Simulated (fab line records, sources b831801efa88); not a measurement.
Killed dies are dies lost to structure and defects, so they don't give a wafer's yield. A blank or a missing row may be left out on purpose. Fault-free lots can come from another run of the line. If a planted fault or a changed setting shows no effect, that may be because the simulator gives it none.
fab line records	flow sky130
[record] lots = 7	wafers = 21	lastDay = 50
route steps=708 shown LOCAL_INTERCONNECT@390 PAD_OPEN@708
lots untouched by any fault: they come from a run of this same line in which no faults occurred
startH: hours from the record's first day to the start of the lot's first wafer shown	waitH: how many hours have passed since the lot's step before this one	" identical to the entry in the row above	L1.1+2: a row that stands for several wafers	- no value, or no start was given	* or withheld: withheld	< > ~ a bound
route shown NAME@n: a module of which the file shows steps, and the number in the route of the first	usual: the fault-free wafers' mean and standard deviation	same: alike in all rows	chamber/n: place in a boat	sites: per-site readings	_std_site: their standard deviation	_edge_site: inner sites' mean taken away from outer sites' mean	radiusMm: for every site, how far away it sits from the centre of the wafer	mask NAME#n: copy n	behind: the last tool/chamber to shape the wafer	hold: reason for holding the lot/hours on hold/outcome of the hold	device: transistor that didn't switch, given as n, p or np	end of line: the same wafers' tests at the end of the route	a step without rows: its recipe alone	killed: count of dies lost to structure and defects at first sort (not the wafer's yield)	map: per-die view of a wafer (x killed, . not killed, _ where there is no die)
set.NAME: the setting as run; set.NAME@STEP: as run at that earlier step	model.NAME: the simulator's own value behind a step, which no gauge read
lots at some steps of the route; a table a step, a row a wafer
services: the hour from which a tool's chamber was out of use, counted from the record's first day as startH (under 0 if before that day), plus the number of hours and why
[[steps]]
[step SKY_LOCAL_INTERCONNECT_DEHYDRATE_03]
[recipe] tempC = 200	timeS = 60
[step SKY_LOCAL_INTERCONNECT_HMDS_04]
[recipe] primeTimeS = 60	primeTempC = 120
[step SKY_LOCAL_INTERCONNECT_COAT_05]
[recipe] resist = BARC	tempC = withheld	timeS = withheld	spinRpm = 3000	resistThkNm = 60
[step SKY_LOCAL_INTERCONNECT_COAT_06]
[recipe] resist = KrF-thick	spinRpm = 3000	resistThkNm = 450
[step SKY_LOCAL_INTERCONNECT_SOFTBAKE_07]
[recipe] tempC = 100	timeS = 90	resist = KrF-thick
[step SKY_LOCAL_INTERCONNECT_EXPOSE_08]
[recipe] maskId = LI1M	na = 0.8	sourceShape = annular	sigmaInner = 0.55	sigmaOuter = 0.85	targetCdNm = 170	doseMj = 28
[step SKY_LOCAL_INTERCONNECT_PEB_09]
[recipe] pebTempC = withheld	pebTimeS = withheld	resist = KrF-thick
[step SKY_LOCAL_INTERCONNECT_DEVELOP_10]
[recipe] developTimeS = 60	resist = KrF-thick	devTempC = 21
[step SKY_LOCAL_INTERCONNECT_CD_MEAS_11]
[recipe] targetCdNm = 170
[usual] cdNm = 169.8/1.4
lot.wafer	tool	chamber	startH	waitH	cdNm
L455.2	cdSem-01	-	753.27	-	168.9
L455.4	"	-	"	"	168.5
L455.6	"	-	"	"	170.7
L463.1	cdSem-02	-	778.29	-	172.5
L463.2	"	-	"	"	171.3
L463.6	"	-	"	"	170.8
L471.3	cdSem-02	-	839.18	-	171.3
L471.4	"	-	"	"	169.8
L471.5	"	-	"	"	170.2
L472.2	cdSem-02	-	843.84	-	169.6
L472.5	"	-	"	"	168.9
L472.6	"	-	"	"	168.5
L473.2	cdSem-02	-	851.59	-	169.7
L473.3	"	-	"	"	171.4
L473.5	"	-	"	"	170.2
L475.1	cdSem-02	-	871.64	-	168.5
L475.5	"	-	"	"	168.5
L475.6	"	-	"	"	169.3
L477.2	cdSem-02	-	878.58	-	170.6
L477.5	"	-	"	"	170.3
L477.6	"	-	"	"	171.7
[step SKY_LOCAL_INTERCONNECT_OVL_MEAS_12]
[usual] LOCAL_INTERCONNECT_OVL = -3/5.5
lot.wafer	tool	chamber	startH	waitH	LOCAL_INTERCONNECT_OVL[nm]
L455.2	overlay-01	-	753.38	0.1	-12
L455.4	"	-	"	"	-11
L455.6	"	-	"	"	-9
L463.1	overlay-01	-	778.41	0.1	7
L463.2	"	-	"	"	-2
L463.6	"	-	"	"	3
L471.3	overlay-02	-	839.27	0.1	-3
L471.4	"	-	"	"	-8
L471.5	"	-	"	"	1
L472.2	overlay-01	-	843.95	0.1	-10
L472.5	"	-	"	"	-7
L472.6	"	-	"	"	-9
L473.2	overlay-01	-	851.69	0.1	-5
L473.3	"	-	"	"	4
L473.5	"	-	"	"	-8
L475.1	overlay-02	-	871.76	0.1	2
L475.5	"	-	"	"	3
L475.6	"	-	"	"	3
L477.2	overlay-01	-	878.69	0.1	-4
L477.5	"	-	"	"	-9
L477.6	"	-	"	"	-4
[step SKY_LOCAL_INTERCONNECT_ETCH_13]
[recipe] chemistry = N2/H2	target = BARC	ionEnergyEv = 200	biasW = 100	pressureMtorr = 30	n2FlowSccm = 100	h2FlowSccm = 200	icpW = 500	stopOn = SiO2	timeS = 45.9	targetDepthA = 600
[usual] drypumpMotorCurrentA = 6.0/0.32	heBacksideLeakSccm = 3.27/0.3	oesProductAu = 0.855/0.0046	throttleValvePct = 13.225/0.0098
lot.wafer	tool	chamber	startH	waitH	drypumpMotorCurrentA	heBacksideLeakSccm	oesProductAu	rfHoursCounterH	throttleValvePct
L455.2	rieMetal-04	1	753.41	0.0	6.1	3.07	0.852	3	13.234
L455.4	"	0	"	"	5.7	3.42	0.847	-	13.233
L455.6	"	1	"	"	6.0	3.10	0.852	-	13.240
L463.1	rieMetal-01	0	778.45	0.0	6.4	3.19	0.860	14	13.227
L463.2	"	1	"	"	6.3	6.11	0.853	2	13.241
L463.6	"	1	"	"	6.3	3.02	0.859	-	13.213
L471.3	rieMetal-02	1	839.32	0.0	5.7	3.25	0.856	-	13.231
L471.4	"	0	"	"	5.7	3.31	0.852	-	13.219
L471.5	"	0	"	"	5.7	3.33	0.858	-	13.225
L472.2	rieMetal-02	1	843.98	0.0	5.7	3.23	0.855	3	13.218
L472.5	"	0	"	"	5.6	3.28	0.863	-	13.226
L472.6	"	1	"	"	5.7	3.25	0.865	-	13.232
L473.2	rieMetal-01	1	851.72	0.0	6.2	3.06	0.853	5	13.208
L473.3	"	1	"	"	6.2	3.12	0.863	-	13.248
L473.5	"	0	"	"	6.4	3.30	0.856	-	13.242
L475.1	rieMetal-01	1	871.80	0.0	6.3	3.29	0.846	6	13.215
L475.5	"	1	"	"	6.2	3.38	0.857	-	13.224
L475.6	"	1	"	"	6.2	3.44	0.857	-	13.224
L477.2	rieMetal-02	1	878.72	0.0	5.7	3.07	0.859	5	13.224
L477.5	"	1	"	"	5.7	3.06	0.855	-	13.232
L477.6	"	0	"	"	5.6	3.52	0.860	-	13.212
[step SKY_LOCAL_INTERCONNECT_METAL_ETCH_14]
[recipe] targetDepthNm = 110	stopOn = PSG	chemistry = Cl2/BCl3	target = TiN	resistSidewallDeg = 88	pressureMtorr = 10	icpW = 900	biasW = 48.5	Cl2_flow_sccm = 60	bcl3FlowSccm = 30	timeS = 31.4
[usual] drypumpMotorCurrentA = 6.0/0.32	heBacksideLeakSccm = 3.24/0.19	oesProductAu = 0.941/0.007	throttleValvePct = 21.902/0.0099
lot.wafer	tool	chamber	startH	waitH	drypumpMotorCurrentA	heBacksideLeakSccm	oesProductAu	rfHoursCounterH	throttleValvePct
L455.2	rieMetal-04	1	753.47	0.0	6.0	3.32	0.951	3	21.892
L455.4	"	0	"	"	5.7	3.27	0.955	-	21.896
L455.6	"	1	"	"	6.0	3.29	0.944	-	21.886
L463.1	rieMetal-01	0	778.51	0.0	6.4	3.31	0.933	14	21.892
L463.2	"	1	"	"	6.2	2.97	0.952	2	21.896
L463.6	"	1	"	"	6.2	3.14	0.941	-	21.906
L471.3	rieMetal-02	1	839.38	0.0	5.7	2.96	0.927	-	21.895
L471.4	"	0	"	"	5.6	3.46	0.934	-	21.908
L471.5	"	0	"	"	5.6	3.65	0.931	-	21.904
L472.2	rieMetal-02	1	844.04	0.0	5.7	3.06	0.938	3	21.913
L472.5	"	0	"	"	5.6	3.59	0.942	-	21.911
L472.6	"	1	"	"	5.7	3.19	0.951	-	21.875
L473.2	rieMetal-01	1	851.79	0.0	6.2	3.02	0.937	5	21.908
L473.3	"	1	"	"	6.2	3.16	0.954	-	21.877
L473.5	"	0	"	"	6.4	3.32	0.937	-	21.894
L475.1	rieMetal-01	1	871.92	0.1	6.2	2.95	0.933	6	21.912
L475.5	"	1	"	"	6.2	3.30	0.937	-	21.891
L475.6	"	1	"	"	6.2	3.10	0.935	-	21.888
L477.2	rieMetal-02	1	878.78	0.0	5.7	2.75	0.946	5	21.891
L477.5	"	1	"	"	5.7	3.07	0.952	-	21.906
L477.6	"	0	"	"	5.6	3.33	0.933	-	21.905
[step SKY_LOCAL_INTERCONNECT_STRIP_15]
[recipe] chemistry = O2/N2	powerW = 1400	pressureMtorr = 1500	platenTempC = withheld	o2FlowSccm = 3000	n2FlowSccm = 300	overashFraction = 0.5305
[usual] chamberPressureMTorr = 1500.0/1.4	drypumpMotorCurrentA = 5.9/0.48	oesProductAu = 0.427/0.0043	stripTimeToEndpointS = 4.727/0.02
lot.wafer	tool	chamber	startH	waitH	chamberPressureMTorr	drypumpMotorCurrentA	oesProductAu	rfHoursCounterH	stripTimeToEndpointS	model.KrF-thick_of_LOCAL_INTERCONNECT_COAT_06.thkNm
L455.2	plasmaAsher-04	1	753.52	0.0	1497.9	6.8	0.420	1	4.765	0
L455.4	"	0	"	"	1500.2	6.3	0.425	-	4.775	0
L455.6	"	0	"	"	1502.8	6.3	0.434	-	4.746	0
L463.1	plasmaAsher-03	0	778.56	0.0	1501.1	5.5	0.432	95	4.730	0
L463.2	"	1	"	"	1498.4	5.6	0.431	95	4.720	0
L463.6	"	1	"	"	1501.9	5.6	0.423	-	4.748	0
L471.3	plasmaAsher-03	1	839.44	0.1	-	-	-	-	-	348.2
L471.4	"	0	"	"	-	-	-	-	-	348.9
L471.5	"	0	"	"	-	-	-	-	-	347.8
L472.2	plasmaAsher-03	0	844.09	0.0	-	-	-	-	-	348.2
L472.5	"	0	"	"	-	-	-	-	-	348.1
L472.6	"	1	"	"	-	-	-	-	-	347.4
L473.2	plasmaAsher-04	0	851.84	0.0	-	-	-	-	-	347.6
L473.3	"	0	"	"	-	-	-	-	-	346.2
L473.5	"	0	"	"	-	-	-	-	-	345.6
L475.1	plasmaAsher-03	1	872.03	0.1	1499.4	5.6	0.428	104	4.718	0
L475.5	"	0	"	"	1500.8	5.5	0.424	-	4.720	0
L475.6	"	1	"	"	1499.5	5.6	0.419	-	4.742	0
L477.2	plasmaAsher-01	1	878.83	0.0	1499.0	6.3	0.426	43	4.727	0
L477.5	"	0	"	"	1499.7	5.7	0.432	-	4.732	0
L477.6	"	1	"	"	1498.2	6.3	0.433	-	4.745	0
[step SKY_LOCAL_INTERCONNECT_STRIP_16]
[recipe] chemistry = postEtchResidueRemover	timeS = 1200	tempC = 72.5
[step SKY_PAD_OPEN_PROBE_99]
[usual] killed_at_M0_to_M3 = 44/6.7	killed_at_M4_up = 3.1/1.8	killedAtContacts = 24/5.1	killedAtFrontEnd = 16/4.7	killedAtOther = 0.3/0.59	killedDies = 88/9.6	killedOnRim = 17/3.8	killedOpen = 48/7.3	killedShort = 39/6.5
[same] grossDies = 492	killedAtBackSide = 0
lot.wafer	tool	chamber	startH	waitH	killed_at_M0_to_M3	killed_at_M4_up	killedAtContacts	killedAtFrontEnd	killedAtOther	killedDies	killedOnRim	killedOpen	killedShort
L455.2	prober-02	-	1112.93	0.1	45	2	30	12	0	89	20	57	32
L455.4	prober-02	-	1113.03	0.2	34	5	26	12	1	78	12	42	35
L455.6	prober-02	-	1113.13	0.2	44	1	27	14	0	86	17	47	39
L463.1	prober-01	-	1131.27	0.1	35	8	24	15	0	82	18	45	37
L463.2	prober-01	-	1131.32	0.1	48	1	29	18	0	96	18	52	43
L463.6	prober-01	-	1131.52	0.2	41	2	26	17	0	86	17	49	37
L471.3	prober-01	-	1176.33	0.2	51	2	428	11	0	492	96	47	36
L471.4	prober-01	-	1176.38	0.2	56	5	423	8	0	492	96	49	30
L471.5	prober-01	-	1176.43	0.2	49	4	424	15	0	492	96	48	47
L472.2	prober-02	-	1177.86	0.1	50	3	418	21	0	492	96	61	41
L472.5	prober-02	-	1178.01	0.2	51	3	418	20	0	492	96	53	42
L472.6	prober-02	-	1178.06	0.2	50	5	425	11	1	492	96	53	41
L475.1	prober-01	-	1194.05	0.1	47	1	13	11	0	72	17	38	34
L475.5	prober-01	-	1194.25	0.2	57	2	23	26	0	108	18	49	59
L475.6	prober-01	-	1194.30	0.2	35	0	17	10	0	62	8	36	26
L477.2	prober-01	-	1198.56	0.1	36	4	30	19	1	90	15	50	38
L477.5	prober-01	-	1198.71	0.2	37	5	26	11	1	80	18	42	37
L477.6	prober-01	-	1198.76	0.2	42	3	21	13	0	79	17	33	45
// killed by level:class
L455.2 CONTACT:geometricParticle:open=18 VIA3:geometricParticle:open=11 VIA1:geometricParticle:open=10 CONTACT:geometricParticle:short=8 VIA1:geometricParticle:short=7 METAL2:geometricParticle:short=7 VIA2:geometricParticle:open=5 LI_CONTACT:geometricParticle:open=4
L455.4 CONTACT:geometricParticle:open=15 VIA1:geometricParticle:open=8 METAL2:geometricParticle:short=7 CONTACT:geometricParticle:short=6 FIELD_ISO:geometricParticle:open=5 VIA3:geometricParticle:open=5 VIA1:geometricParticle:short=5 FIELD_ISO:geometricParticle:short=4
L455.6 CONTACT:geometricParticle:open=14 VIA1:geometricParticle:open=9 METAL2:geometricParticle:short=9 CONTACT:geometricParticle:short=6 VIA2:geometricParticle:open=6 FIELD_ISO:geometricParticle:short=5 LI_CONTACT:geometricParticle:open=5 VIA3:geometricParticle:open=4
L463.1 VIA1:geometricParticle:open=12 CONTACT:geometricParticle:open=9 LOCAL_INTERCONNECT:geometricParticle:short=8 FIELD_ISO:geometricParticle:open=6 VIA2:geometricParticle:open=5 VIA2:geometricParticle:short=5 METAL4:geometricParticle:short=5 FIELD_ISO:geometricParticle:short=4
L463.2 VIA1:geometricParticle:open=14 CONTACT:geometricParticle:open=10 LI_CONTACT:geometricParticle:open=8 METAL2:geometricParticle:short=8 LOCAL_INTERCONNECT:geometricParticle:short=6 POLY_GATE:geometricParticle:short=5 VIA3:geometricParticle:open=5 FIELD_ISO:geometricParticle:short=4
L463.6 CONTACT:geometricParticle:open=14 VIA1:geometricParticle:open=11 METAL2:geometricParticle:short=7 METAL1:geometricParticle:short=5 LI_CONTACT:geometricParticle:open=4 VIA2:geometricParticle:open=4 VIA3:geometricParticle:open=4 FIELD_ISO:geometricParticle:open=3
L471.3 CONTACT:areaCvd=408 VIA1:geometricParticle:open=13 CONTACT:geometricParticle:open=9 METAL2:geometricParticle:short=8 METAL1:geometricParticle:short=8 VIA3:geometricParticle:open=6 FIELD_ISO:geometricParticle:open=5 LOCAL_INTERCONNECT:geometricParticle:short=4
L471.4 CONTACT:areaCvd=412 VIA1:geometricParticle:open=17 VIA3:geometricParticle:open=9 METAL1:geometricParticle:short=6 VIA3:geometricParticle:short=5 VIA2:geometricParticle:open=4 LI_CONTACT:geometricParticle:open=4 METAL1:geometricParticle:open=4
L471.5 CONTACT:areaCvd=397 VIA1:geometricParticle:open=14 VIA3:geometricParticle:open=8 FIELD_ISO:geometricParticle:short=7 METAL1:geometricParticle:short=6 LI_CONTACT:geometricParticle:short=5 LI_CONTACT:geometricParticle:open=5 LOCAL_INTERCONNECT:geometricParticle:short=5
L472.2 CONTACT:areaCvd=390 VIA1:geometricParticle:open=22 LI_CONTACT:geometricParticle:open=9 CONTACT:geometricParticle:short=8 CONTACT:geometricParticle:open=8 VIA1:geometricParticle:short=8 FIELD_ISO:geometricParticle:short=6 FIELD_ISO:geometricParticle:open=6
L472.5 CONTACT:areaCvd=396 CONTACT:geometricParticle:open=11 VIA1:geometricParticle:open=11 VIA2:geometricParticle:open=7 METAL2:geometricParticle:short=7 VIA3:geometricParticle:short=6 METAL1:geometricParticle:short=5 VIA3:geometricParticle:open=5
L472.6 CONTACT:areaCvd=398 CONTACT:geometricParticle:open=13 VIA1:geometricParticle:open=12 VIA3:geometricParticle:open=7 LI_CONTACT:geometricParticle:open=7 METAL2:geometricParticle:short=6 METAL1:geometricParticle:short=5 FIELD_ISO:geometricParticle:open=4
L475.1 VIA1:geometricParticle:open=11 VIA3:geometricParticle:open=7 METAL3:geometricParticle:short=6 FIELD_ISO:geometricParticle:short=5 LOCAL_INTERCONNECT:geometricParticle:short=5 METAL2:geometricParticle:short=5 CONTACT:geometricParticle:open=4 METAL1:geometricParticle:short=4
L475.5 VIA1:geometricParticle:open=16 FIELD_ISO:geometricParticle:open=7 VIA1:geometricParticle:short=7 VIA2:geometricParticle:short=7 POLY_GATE:geometricParticle:short=6 LI_CONTACT:geometricParticle:open=6 CONTACT:geometricParticle:short=6 METAL2:geometricParticle:short=6
L475.6 CONTACT:geometricParticle:open=8 VIA2:geometricParticle:open=7 VIA3:geometricParticle:open=7 VIA2:geometricParticle:short=7 METAL1:geometricParticle:short=4 VIA3:geometricParticle:short=4 POLY_GATE:geometricParticle:open=3 LI_CONTACT:geometricParticle:open=3
L477.2 LI_CONTACT:geometricParticle:open=10 CONTACT:geometricParticle:short=8 VIA3:geometricParticle:open=8 VIA1:geometricParticle:open=7 VIA2:geometricParticle:open=7 CONTACT:geometricParticle:open=6 METAL2:geometricParticle:short=6 POLY_GATE:geometricParticle:open=5
L477.5 LI_CONTACT:geometricParticle:open=9 CONTACT:geometricParticle:open=7 VIA3:geometricParticle:open=6 METAL1:geometricParticle:short=6 VIA1:geometricParticle:open=6 VIA2:geometricParticle:short=5 LI_CONTACT:geometricParticle:short=4 CONTACT:geometricParticle:short=4
L477.6 METAL1:geometricParticle:short=9 VIA1:geometricParticle:open=8 FIELD_ISO:geometricParticle:short=5 LOCAL_INTERCONNECT:geometricParticle:short=5 CONTACT:geometricParticle:short=5 VIA2:geometricParticle:open=5 VIA3:geometricParticle:open=5 LI_CONTACT:geometricParticle:open=4
// map L471.3 (x killed, . not)
__________xxxxxxxxxx_________
________xxxxxxxxxxxxxx_______
______xxxxxxxxxxxxxxxxxx_____
_____xxxxxxxxxxxxxxxxxxxx____
____xxxxxxxxxxxxxxxxxxxxxx___
___xxxxxxxxxxxxxxxxxxxxxxxx__
__xxxxxxxxxxxxxxxxxxxxxxxxxx_
_xxxxxxxxxxxxxxxxxxxxxxxxxxxx
_xxxxxxxxxxxxxxxxxxxxxxxxxxxx
_xxxxxxxxxxxxxxxxxxxxxxxxxxxx
_xxxxxxxxxxxxxxxxxxxxxxxxxxxx
_xxxxxxxxxxxxxxxxxxxxxxxxxxxx
_xxxxxxxxxxxxxxxxxxxxxxxxxxxx
_xxxxxxxxxxxxxxxxxxxxxxxxxxxx
_xxxxxxxxxxxxxxxxxxxxxxxxxxxx
__xxxxxxxxxxxxxxxxxxxxxxxxxx_
___xxxxxxxxxxxxxxxxxxxxxxxx__
____xxxxxxxxxxxxxxxxxxxxxx___
_____xxxxxxxxxxxxxxxxxxxx____
______xxxxxxxxxxxxxxxxxx_____
________xxxxxxxxxxxxxx_______
__________xxxxxxxxxx_________
// map L472.2 (x killed, . not)
__________xxxxxxxxxx_________
________xxxxxxxxxxxxxx_______
______xxxxxxxxxxxxxxxxxx_____
_____xxxxxxxxxxxxxxxxxxxx____
____xxxxxxxxxxxxxxxxxxxxxx___
___xxxxxxxxxxxxxxxxxxxxxxxx__
__xxxxxxxxxxxxxxxxxxxxxxxxxx_
_xxxxxxxxxxxxxxxxxxxxxxxxxxxx
_xxxxxxxxxxxxxxxxxxxxxxxxxxxx
_xxxxxxxxxxxxxxxxxxxxxxxxxxxx
_xxxxxxxxxxxxxxxxxxxxxxxxxxxx
_xxxxxxxxxxxxxxxxxxxxxxxxxxxx
_xxxxxxxxxxxxxxxxxxxxxxxxxxxx
_xxxxxxxxxxxxxxxxxxxxxxxxxxxx
_xxxxxxxxxxxxxxxxxxxxxxxxxxxx
__xxxxxxxxxxxxxxxxxxxxxxxxxx_
___xxxxxxxxxxxxxxxxxxxxxxxx__
____xxxxxxxxxxxxxxxxxxxxxx___
_____xxxxxxxxxxxxxxxxxxxx____
______xxxxxxxxxxxxxxxxxx_____
________xxxxxxxxxxxxxx_______
__________xxxxxxxxxx_________
[[services]]
tool	chamber	startH	hours	kind
plasmaAsher-04	-	733.75	9.0	pm
plasmaAsher-04	0	733.75	9.0	ventCycle
plasmaAsher-04	1	733.75	9.0	ventCycle
rieMetal-02	-	734.48	14.6	pm
plasmaAsher-01	-	734.53	14.6	pm
plasmaAsher-04	0	742.75	-	clean
plasmaAsher-04	1	742.75	-	clean
rieMetal-02	-	777.77	1.4	pm
rieMetal-01	0	794.96	1.2	repair
rieMetal-04	0	827.45	-	clean
rieMetal-04	0	827.45	13.8	scheduledDown
rieMetal-04	0	827.45	13.8	ventCycle
rieMetal-01	0	858.48	-	clean
rieMetal-01	0	858.48	17.7	scheduledDown
rieMetal-01	0	858.48	17.7	ventCycle
[[key]]
[firstSign] step = SKY_LOCAL_INTERCONNECT_STRIP_15	reading = toolRecord	direction = missing
[effect] step = SKY_PAD_OPEN_PROBE_99	reading = killedAtContacts	direction = up	sigmas = 79	usual = 24	struck = 423
[modelEffect] step = SKY_LOCAL_INTERCONNECT_STRIP_15	value = KrF-thick_of_LOCAL_INTERCONNECT_COAT_06.thkNm	without = 0	struck = 347.5
[moreKillsBornAt] SKY_CONTACT_CVD_00@pecvd-02 = 2401
metAt SKY_LOCAL_INTERCONNECT_STRIP_15
struckWafers L471.3,L471.4,L471.5,L472.2,L472.5,L472.6,L473.2,L473.3,L473.5
laterRowsLeftOut L471.3,L471.4,L471.5,L472.2,L472.5,L472.6,L473.2,L473.3,L473.5
sortLeftOut L473.2,L473.3,L473.5
testerLeftOut L471,L472,L473
onsetBetween 778.56 839.44
[fault] kind = skippedStepWhole	tool = plasmaAsher-03,plasmaAsher-04	chamber = -	onsetH = 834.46	steps = SKY_LOCAL_INTERCONNECT_STRIP_15	scope = struckLotsOnly
// testerLeftOut: of these lots the tester's yield and bins aren't shown, on N5 and GAA mostly nor the transistor test; their killed dies are dies lost to structure and defects alone, not to doping, threshold or leakage, so they don't give the yield
// sortLeftOut: the simulated sort isn't trusted on such a fault, so these wafers' sort isn't shown, and their yield isn't known
// laterRowsLeftOut: the simulator's readings of these wafers behind a module that went badly wrong aren't trusted and aren't shown, but for the sort
